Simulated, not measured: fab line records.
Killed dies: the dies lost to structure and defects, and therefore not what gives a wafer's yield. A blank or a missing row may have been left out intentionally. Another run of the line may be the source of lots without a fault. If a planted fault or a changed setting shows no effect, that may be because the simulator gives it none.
Split-lot experiment	flow sfq-line	23 wafers read across 5 lots, on a route 325 steps long

THE SPLIT
At SFQ_TRILAYER_A5C_DEP_PECVD_142 (deposits SiO2 from SiH4/N2O, time 15.556 s, target thk 70 nm), the setting time-s was moved away from the recipe's 15.556 s on 11 of the 23 wafers read, by -5.9% to +14.3%. The other wafers ran this setting at the recipe's value.

FROM THE SPLIT ON TO THE READING: in between, the file shows 1 step
- SFQ_TRILAYER_I5_ETCH_VIA_ETCH_147: etches the open film in CHF3, stops on Nb, target depth 360 nm (also split here: source-w)

THE READING
oes-product-au, in a.u., at SFQ_TRILAYER_C5_ETCH_VIA_ETCH_154 (etches SiO2 in CHF3, stops on Nb, target depth 84 nm). A value of 0.898 a.u. with a standard deviation of 0.0088 a.u. is what fault-free wafers of this fab line usually give.

wafer	tool, chamber at the split	time-s as run, s	against the recipe	oes-product-au, a.u.	against lot-mates on the recipe
L079.2	pecvd-02, 1	16.99	+9.2%	0.939	+0.037
L079.3	pecvd-02, 0	16.99	+9.2%	0.938	+0.036
L079.4	pecvd-02, 1	15.556	recipe	0.903	-
L079.5	pecvd-02, 2	15.556	recipe	0.911	-
L079.6	pecvd-02, 0	15.556	recipe	0.892	-
L081.3	pecvd-03, 0	15.556	recipe	0.906	-
L081.5	pecvd-03, 0	15.556	recipe	0.908	-
L081.6	pecvd-03, 2	15.556	recipe	0.894	-
L083.1	pecvd-02, 1	15.556	recipe	0.893	-
L083.2	pecvd-02, 2	17.78	+14.3%	0.965	+0.073
L083.4	pecvd-02, 2	17.78	+14.3%	0.975	+0.083
L083.5	pecvd-02, 1	15.556	recipe	0.891	-
L083.6	pecvd-02, 0	17.78	+14.3%	0.963	+0.071
L084.1	pecvd-03, 1	15.556	recipe	0.902	-
L084.2	pecvd-03, 2	17.75	+14.1%	0.963	+0.058
L084.3	pecvd-03, 0	17.75	+14.1%	0.973	+0.068
L084.4	pecvd-03, 1	15.556	recipe	0.907	-
L084.6	pecvd-03, 0	17.75	+14.1%	0.976	+0.071
L085.1	pecvd-01, 0	15.556	recipe	0.888	-
L085.2	pecvd-01, 2	14.64	-5.9%	0.861	-0.032
L085.3	pecvd-01, 1	14.64	-5.9%	0.852	-0.041
L085.4	pecvd-01, 1	14.64	-5.9%	0.866	-0.027
L085.5	pecvd-01, 0	15.556	recipe	0.897	-

FIT RESULTS
A straight line over all 23 wafers: oes-product-au changes by +0.00512 a.u. for each +1% of time-s; r = +0.98; the points scatter about the line by 0.0077 a.u.
The same after taking each lot's own level away (the mean of its wafers on the recipe; 23 wafers): +0.00499 a.u. for each +1%; r = +0.98; scatter 0.0066 a.u.
The reading moves by 0.071 a.u. for the largest change in time-s, on that fit.
Measured against the standard deviation above, the lots' own levels, which go from 0.8920 to 0.9045 a.u., span 1.4 times it.
The two slopes are in agreement: the lot-to-lot level therefore moves the slope only a little.
Check: +0.0696 a.u. against its lot-mates is what the line predicts for one of the wafers moved furthest among these (+14.3%) when that wafer is left out of the fit. Against them it came out at +0.073 a.u.

THESE WAFERS: OTHER SPLITS
These wafers also went through other splits before the reading. Each is held against what the fit with the lots' levels taken away leaves over:
other split on the same wafers	wafers away from the commonest value	r with oes-product-au (lot level and that fit taken away)
SFQ_TRILAYER_JJ_CE_BARC_OPEN_RIE_150 pressure-mtorr	10	+0.14
SFQ_TRILAYER_M5_ETCH_METAL_ETCH_126 time-s	9	-0.05
SFQ_TRILAYER_R5_DEP_SPUTTER_132 time-s	9	-0.09
SFQ_TRILAYER_R5_LITHO_COAT_136 resist-thk-nm	4	+0.08
SFQ_TRILAYER_R5_BARC_OPEN_METAL_ETCH_177 time-s	4	-0.12
SFQ_TRILAYER_I5_ETCH_VIA_ETCH_147 source-w	10	-0.01

THE WHOLE CHAIN: every reading that the file lists as answering this split, in the file's order
step	what it does	reading	change (the file's fit)	r (the file's)
SFQ_TRILAYER_A5C_DEP_PECVD_142	deposits SiO2 from SiH4/N2O, time 15.556 s, target thk 70 nm	SiO2_of_TRILAYER_A5C_DEP_PECVD_142.thk-nm (the simulator's own value, which no gauge read)	+0.659 nm for each +1% of the setting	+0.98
SFQ_TRILAYER_C5_ETCH_VIA_ETCH_154	etches SiO2 in CHF3, stops on Nb, target depth 84 nm	oes-product-au	+0.00487 a.u. for each +1% of the setting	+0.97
SFQ_TRILAYER_C5_ETCH_VIA_ETCH_154	etches SiO2 in CHF3, stops on Nb, target depth 84 nm	C5.feature-depth-nm (the simulator's own value, which no gauge read)	+0.659 nm for each +1% of the setting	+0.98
SFQ_TRILAYER_M6_DEP_PRE_CLEAN_158	time 22.5 s	SiO2_of_TRILAYER_A5C_DEP_PECVD_142.thk-nm (the simulator's own value, which no gauge read)	+0.654 nm for each +1% of the setting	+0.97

FILE'S OWN FIT
oes-product-au changes by +0.00487 a.u. for each +1% of time-s, r = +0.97.
